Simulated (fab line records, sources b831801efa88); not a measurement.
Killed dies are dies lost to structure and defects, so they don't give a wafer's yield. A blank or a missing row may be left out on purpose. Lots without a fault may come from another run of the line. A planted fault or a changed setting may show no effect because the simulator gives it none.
fab line records | flow sfq_line
record lots=14 wafers=42 last_day=92
route steps=325 shown I0@51 M4@149 M5@207 I7@309
lots that met no fault: from a run of the same line without faults
start_h: hours from the record's first day to the start of the lot's first wafer shown | wait_h: hours since the lot's step before | " the same as in the row above | L1.1+2: a row that stands for several wafers | - no value, or no start given | * or withheld: withheld | < > ~ a bound
route shown NAME@n: a module of which the file shows steps, and the number in the route of the first | usual: mean/standard deviation of fault-free wafers | same: alike in all rows | chamber/n: place in a boat | sites: the reading at each site | _std_site: their standard deviation | _edge_site: outer sites' mean less inner sites' | radius_mm: how far each site lies from the wafer's centre | mask NAME#n: copy n | behind: the tool/chamber that last shaped the wafer | hold: why the lot was held/for how many hours/how that ended | device: the transistor (n, p or np) that didn't switch | end of line: the same wafers' tests at the end of the route | a step without rows: its recipe alone | killed: dies lost to structure and defects at the first sort, not the wafer's yield | map: a wafer's dies, x killed, . not, _ none there
set.NAME: the setting as run; set.NAME@STEP: as run at that earlier step | model.NAME: the simulator's own value behind a step, which no gauge read
steps of the route over a sample of lots; a table a step, a row a wafer
services: from which hour (start_h, from the record's first day; less than 0 if before it) a tool's chamber was out of use, for how many hours, and why
## steps
# step SFQ_TRILAYER_I0_VIA_LITHO_PEB_034
# recipe peb_temp_c=115 peb_time_s=60 resist=KrF
# usual chill_plate_temp_C=22.98/0.092 exhaust_pa=45.2/0.9
# columns lot.wafer tool chamber start_h wait_h chill_plate_temp_C exhaust_pa
L363.2 litho_track-04 0 215.36 0.8 23.03 45.8
L363.5 " 0 " " 22.98 45.3
L363.6 " 0 " " 22.99 46.8
L365.1 litho_track-04 0 220.13 1.0 23.03 46.7
L365.4 " 0 " " 23.08 44.6
L365.5 " 0 " " 23.07 43.5
L366.3 litho_track-04 0 223.78 0.7 23.08 45.9
L366.4 " 0 " " 22.95 46.8
L366.6 " 0 " " 22.87 45.0
L367.4 litho_track-04 0 227.41 0.5 22.98 45.2
L367.5 " 0 " " 22.86 45.2
L367.6 " 0 " " 22.86 45.4
L368.4 litho_track-03 0 233.86 0.5 23.13 46.2
L368.5 " 0 " " 23.15 46.2
L368.6 " 0 " " 23.07 46.6
L370.2 litho_track-03 0 245.81 0.8 22.99 43.7
L370.3 " 0 " " 22.94 44.2
L370.6 " 0 " " 22.94 44.2
L372.2 litho_track-04 0 260.21 0.8 23.04 44.2
L372.3 " 0 " " 22.98 44.7
L372.6 " 0 " " 22.95 45.4
L380.1 litho_track-02 - 316.14 1.0 - -
L380.4 " - " " - -
L380.5 " - " " - -
L381.1 litho_track-03 - 319.74 1.0 - -
L381.3 " - " " - -
L381.6 " - " " - -
L382.2 litho_track-04 0 325.76 0.8 22.93 45.3
L382.5 " 0 " " 23.05 45.0
L382.6 " 0 " " 23.05 45.8
L383.1 litho_track-04 0 328.14 1.0 22.83 47.0
L383.3 " 0 " " 22.98 45.4
L383.5 " 0 " " 22.77 45.1
L384.2 litho_track-02 0 337.76 0.8 23.01 45.5
L384.4 " 0 " " 22.82 45.3
L384.6 " 0 " " 22.85 45.3
L385.3 litho_track-02 0 346.29 0.7 22.91 44.2
L385.4 " 0 " " 22.99 44.7
L385.5 " 0 " " 23.01 43.4
L386.2 litho_track-04 0 354.46 0.8 23.15 46.2
L386.3 " 0 " " 23.12 45.4
L386.5 " 0 " " 23.02 45.7
# step SFQ_TRILAYER_M4_DEP_SPUTTER_091
# recipe material=Nb base_pressure_pa=1.33e-06 chamber_pressure_pa=0.1333 substrate_temp_c=20 resputter_cathode_voltage_v=400 target_thk_nm=200 power_w=2000 time_s=133.3
# usual resputter_cathode_voltage_v=401/4.1 throttle_valve_pct=30.0/1.1
# columns lot.wafer tool chamber start_h wait_h resputter_cathode_voltage_v throttle_valve_pct
L363.2 pvd_sputter-05 - 1025.82 0.0 400 28.5
L363.5 " - " " 397 28.3
L363.6 " - " " 402 31.1
L365.1 pvd_sputter-03 - 1039.02 0.0 397 31.7
L365.4 " - " " 408 28.8
L365.5 " - " " 398 29.8
L366.3 pvd_sputter-05 - 1046.22 0.0 409 28.5
L366.4 " - " " 401 30.7
L366.6 " - " " 408 31.0
L367.4 pvd_sputter-06 - 1055.94 0.0 399 28.9
L367.5 " - " " 402 30.3
L367.6 " - " " 402 31.4
L368.4 pvd_sputter-05 - 1069.14 0.0 402 28.2
L368.5 " - " " 404 28.4
L368.6 " - " " 399 30.7
L370.2 pvd_sputter-03 - 1080.15 0.0 405 31.9
L370.3 " - " " 403 30.6
L370.6 " - " " 409 30.8
L372.2 pvd_sputter-05 - 1097.66 0.0 402 28.2
L372.3 " - " " 399 31.0
L372.6 " - " " 398 30.1
L380.1 pvd_sputter-05 - 1175.78 0.0 395 31.2
L380.4 " - " " 396 29.8
L380.5 " - " " 399 30.3
L381.1 pvd_sputter-03 - 1179.38 0.0 401 29.0
L381.3 " - " " 397 29.7
L381.6 " - " " 399 28.7
L382.2 pvd_sputter-03 - 1184.46 0.0 401 31.7
L382.5 " - " " 399 30.7
L382.6 " - " " 410 31.6
L383.1 pvd_sputter-06 - 1203.66 0.0 402 29.2
L383.3 " - " " 401 28.8
L383.5 " - " " 390 30.5
L384.2 pvd_sputter-06 - 1220.46 0.0 405 31.4
L384.4 " - " " 403 29.0
L384.6 " - " " 395 28.8
L385.3 pvd_sputter-06 - 1227.66 0.0 406 30.2
L385.4 " - " " 408 28.9
L385.5 " - " " 405 31.3
L386.2 pvd_sputter-03 - 1236.06 0.0 401 30.5
L386.3 " - " " 401 30.0
L386.5 " - " " 405 30.8
# step SFQ_TRILAYER_M5_STRIP_STRIP_127
# recipe gas=O2 power_w=200 platen_temp_c=40 overash_fraction=0.65 chemistry=O2 pressure_mtorr=50
# usual drypump_motor_current_A=5.8/0.34 oes_product_au=1.004/0.0089
# columns lot.wafer tool chamber start_h wait_h drypump_motor_current_A oes_product_au rf_hours_counter_h
L363.2 rie_metal-02 1 1429.14 0.1 6.3 1.011 30
L363.5 " 1 " " 6.3 1.015 -
L363.6 " 0 " " 5.5 1.006 -
L365.1 rie_metal-02 1 1432.74 0.1 6.3 0.997 31
L365.4 " 1 " " 6.3 0.995 -
L365.5 " 1 " " 6.3 1.005 -
L366.3 rie_metal-01 0 1436.54 0.3 5.5 1.004 -
L366.4 " 1 " " 5.4 0.998 -
L366.6 " 1 " " 5.4 1.001 -
L367.4 rie_metal-02 1 1438.94 0.3 6.3 1.013 -
L367.5 " 1 " " 6.3 1.020 -
L367.6 " 0 " " 5.5 0.996 -
L368.4 rie_metal-03 1 1442.54 0.3 5.7 0.999 -
L368.5 " 0 " " 5.9 1.004 -
L368.6 " 1 " " 5.8 1.002 -
L370.2 rie_metal-01 0 1447.82 0.1 5.5 1.005 67
L370.3 " 1 " " 5.5 1.005 -
L370.6 " 1 " " 5.4 1.008 -
L372.2 rie_metal-03 0 1455.02 0.1 5.9 0.997 49
L372.3 " 1 " " 5.7 0.990 -
L372.6 " 1 " " 5.7 0.990 -
L380.1 rie_metal-03 1 1541.21 0.1 5.7 0.997 26
L380.4 " 0 " " 5.9 1.004 -
L380.5 " 0 " " 6.0 1.007 -
L381.1 rie_metal-02 0 1542.41 0.1 5.5 0.989 4
L381.3 " 0 " " 5.5 1.000 -
L381.6 " 1 " " 6.3 1.011 -
L382.2 rie_metal-02 0 1548.41 0.1 5.5 0.986 5
L382.5 " 1 " " 6.3 1.012 -
L382.6 " 0 " " 5.4 0.989 -
L383.1 rie_metal-02 0 1591.61 0.1 5.5 0.984 10
L383.3 " 1 " " 6.3 1.004 -
L383.5 " 1 " " 6.3 1.003 -
L384.2 rie_metal-02 0 1606.13 0.1 5.5 0.998 11
L384.4 " 0 " " 5.5 0.999 -
L384.6 " 0 " " 5.5 0.992 -
L385.3 rie_metal-03 1 1611.13 0.3 5.8 1.002 -
L385.4 " 0 " " 5.9 1.009 -
L385.5 " 0 " " 5.9 1.002 -
L386.2 rie_metal-01 0 1618.26 0.1 5.5 1.005 86
L386.3 " 0 " " 5.5 1.007 -
L386.5 " 1 " " 5.4 0.999 -
# step SFQ_TRILAYER_I7_VIA_STRIP_STRIP_191
# recipe gas=O2 power_w=200 platen_temp_c=40 overash_fraction=0.65 chemistry=O2 pressure_mtorr=50
# usual drypump_motor_current_A=5.7/0.33 oes_product_au=1.000/0.011
# columns lot.wafer tool chamber start_h wait_h drypump_motor_current_A oes_product_au rf_hours_counter_h
L363.2 rie_metal-02 0 1825.13 - 5.5 0.995 45
L363.5 " 1 " " 6.3 1.007 -
L363.6 " 0 " " 5.5 0.996 -
L365.1 rie_metal-01 0 1909.56 - 5.5 1.000 131
L365.4 " 1 " " 5.4 0.988 -
L365.5 " 1 " " 5.4 0.998 -
L366.3 rie_metal-01 1 1914.56 - 5.5 1.006 -
L366.4 " 0 " " 5.5 1.000 -
L366.6 " 1 " " 5.5 1.002 -
L367.4 rie_metal-02 0 1931.48 - 5.5 0.980 -
L367.5 " 1 " " 6.3 1.001 -
L367.6 " 0 " " 5.5 0.974 -
L368.4 rie_metal-01 1 1939.21 - 5.4 0.997 -
L368.5 " 1 " " 5.4 0.996 -
L368.6 " 1 " " 5.4 1.002 -
L370.2 rie_metal-04 1 1946.01 - 6.2 1.001 -
L370.3 " 1 " " 6.2 1.010 -
L370.6 " 1 " " 6.2 1.010 -
L372.2 rie_metal-01 0 2017.93 - 5.5 1.017 8
L372.3 " 1 " " 5.4 0.988 -
L372.6 " 1 " " 5.4 0.991 -
L380.1 rie_metal-01 1 2089.60 - 5.5 0.999 132
L380.4 " 1 " " 5.4 0.999 -
L380.5 " 1 " " 5.4 0.993 -
L381.1 rie_metal-04 1 2094.56 - 6.2 1.007 81
L381.3 " 1 " " 6.2 1.010 -
L381.6 " 1 " " 6.2 1.004 -
L382.2 rie_metal-04 1 2096.98 - 6.2 1.000 81
L382.5 " 0 " " 5.7 0.994 -
L382.6 " 1 " " 6.2 0.998 -
L383.1 rie_metal-01 0 2183.73 - 5.5 0.999 33
L383.3 " 0 " " 5.5 1.002 -
L383.5 " 1 " " 5.4 0.997 -
L384.2 rie_metal-02 0 2187.53 - 5.5 0.989 -
L384.4 " 0 " " 5.5 0.984 -
L384.6 " 0 " " 5.5 0.988 -
L385.3 rie_metal-02 1 2192.33 - 6.3 1.019 -
L385.4 " 0 " " 5.5 0.988 -
L385.5 " 1 " " 6.3 1.019 -
L386.2 rie_metal-04 0 2199.53 - 5.7 0.999 -
L386.3 " 0 " " 5.8 0.992 -
L386.5 " 0 " " 5.8 0.992 -
## services
# columns tool chamber start_h hours kind
rie_metal-01 - 207.77 0.4 repair
rie_metal-01 1 298.77 9.6 repair
rie_metal-01 - 351.24 0.1 repair
rie_metal-01 - 398.73 1.4 pm
rie_metal-02 1 412.77 21.5 repair
rie_metal-01 1 428.62 4.6 repair
rie_metal-01 - 501.97 2.8 pm
rie_metal-01 1 683.72 33.7 repair
rie_metal-02 - 688.64 14.6 pm
rie_metal-01 - 703.58 1.3 repair
rie_metal-02 0 871.02 13.8 repair
rie_metal-02 1 891.52 1.6 repair
rie_metal-02 - 1053.20 2.8 pm
rie_metal-01 1 1062.94 5.3 repair
rie_metal-02 1 1216.63 4.5 repair
rie_metal-02 0 1274.11 13.3 repair
rie_metal-01 - 1368.10 0.5 repair
rie_metal-01 - 1601.27 2.8 pm
rie_metal-02 1 1848.49 3.1 repair
rie_metal-02 0 1956.48 21.4 repair
rie_metal-02 1 1967.34 28.0 repair
rie_metal-02 0 2111.67 21.7 repair
rie_metal-02 1 2120.98 16.6 repair
rie_metal-02 - 2153.07 2.8 pm
## key
first_sign step=SFQ_TRILAYER_I0_VIA_LITHO_PEB_034 reading=tool_record direction=missing
effect none on later readings
met_at SFQ_TRILAYER_I0_VIA_LITHO_PEB_034
struck_lots L380,L381
not_acting_at SFQ_TRILAYER_M4_DEP_SPUTTER_091,SFQ_TRILAYER_M5_STRIP_STRIP_127,SFQ_TRILAYER_I7_VIA_STRIP_STRIP_191
onset_between 245.81 316.14
fault kind=skipped_step_whole tool=litho_track-02,litho_track-03 chamber=- onset_h=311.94 steps=SFQ_TRILAYER_I0_VIA_LITHO_PEB_034 scope=struck_lots_only
